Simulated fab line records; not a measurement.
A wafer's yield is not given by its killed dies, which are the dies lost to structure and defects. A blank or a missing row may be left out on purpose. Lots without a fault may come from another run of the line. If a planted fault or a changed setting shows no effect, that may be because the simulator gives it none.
8D (eight disciplines) problem report, filled in by code    flow sky130    the parts of the form that need people (team, actions taken, sign-off) are left out

## 1. THE ISSUE
Across 2 wafers from 2 lots, GATE_OXIDE_TW at SKY_GATE_OXIDE_TW_MEAS_14 averages 234.2, while fault-free wafers read 224.1 with a standard deviation of 2. That puts it +5.0 standard deviations away from the usual mean.
Earliest sighting: wafer L331.5 on film_metro-02 at day 17 13:30. The record holds 35 wafers of 13 lots with a number at this step. The rule behind "out" and "out of limits": a value lying over 4 standard deviations away from the usual mean. The other wafers with a number count as sound.

## 2. WHAT IT IS, AND WHAT IT ISN'T
question                     is                 is not
which readings at this step  GATE_OXIDE_TW      -
which lots                   L331, L332         L322, L323, L333, L334, L335, L337, L339, L340, L342, L344, L345
which wafers of those lots   L331.5, L332.5     L331.6, L332.3
read on which gauges         film_metro-02      film_metro-01, film_metro-03
when                         from day 17 13:30  up to then (7 sound wafers); but 26 sound wafers of L332, L333, L334, L335, L337, L339, L340, L342, L344, L345 came after

## 3. SUSPECTS, AND WHAT RULES EACH OUT
Counting: any tool at a process step up to the reading remains a suspect provided it ran every lot that is out. Sound lots after the first of them don't rule it out here, since some wafers of a struck lot are sound.
- the gauge at SKY_GATE_OXIDE_TW_MEAS_14 is ruled out. All the wafers that are out were read on film_metro-02, but those of them that SKY_GATE_OXIDE_IMPLANT_11 has rows for are out there too, on other tools.
- plasma_asher-03 at SKY_VT_ADJUST_HVTP_STRIP_10 (strips in O2/N2): kept. It ran every lot that is out, first L331 (day 8 15:14).
- implanter-04 at SKY_GATE_OXIDE_IMPLANT_11: kept. It processed each lot that is out (first: L331, day 17 13:12); up to then, its last sound lot is L323 (day 13 21:43). Out on those wafers are its own readings of beam_on_s, faraday_current_uA.
After counting, plasma_asher-03 at SKY_VT_ADJUST_HVTP_STRIP_10 and implanter-04 at SKY_GATE_OXIDE_IMPLANT_11 remain.

## 4. THE CAUSE (what the simulator had put in)
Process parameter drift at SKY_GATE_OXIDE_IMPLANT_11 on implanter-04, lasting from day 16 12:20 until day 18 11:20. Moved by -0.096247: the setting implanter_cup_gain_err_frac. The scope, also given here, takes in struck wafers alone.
After counting, 2 suspects remain, this tool included.

## 5. THE EFFECT CHAIN, in route order
Rows list readings where the struck wafers' mean (over those with a number) sits beyond 3 standard deviations from the usual. Scope: only readings with a usual standard deviation given in the record; hours: median across lots of the time from each lot's start at the first step in this table that gives one to its start at this step; sigmas: change in usual standard deviations.
hours  step                       reading             usual    on struck wafers  change  sigmas
0      SKY_GATE_OXIDE_IMPLANT_11  beam_on_s           10.02 s  11.29             +1.28   +6.1
0      SKY_GATE_OXIDE_IMPLANT_11  faraday_current_uA  14.6     13.0              -1.6    -5.3
0      SKY_GATE_OXIDE_TW_MEAS_14  GATE_OXIDE_TW       224.1    234.2             +10.1   +5.0
Its process steps:
- SKY_GATE_OXIDE_IMPLANT_11

## 6. WHAT WOULD HAVE CAUGHT IT SOONER
25 hours passed between the start of the fault at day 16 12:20 and the first reading out of limits at a measuring or inspecting step in this record, taken at day 17 13:30.
The tool's own readings at SKY_GATE_OXIDE_IMPLANT_11 were out on every struck wafer that the step has a row for (beam_on_s, faraday_current_uA): an alarm limit on them would have fired on the first of those.
Of the lots that are out (2), L332 began SKY_GATE_OXIDE_IMPLANT_11 on implanter-04 after day 17 13:30. Holding the tool at that time would have saved it.
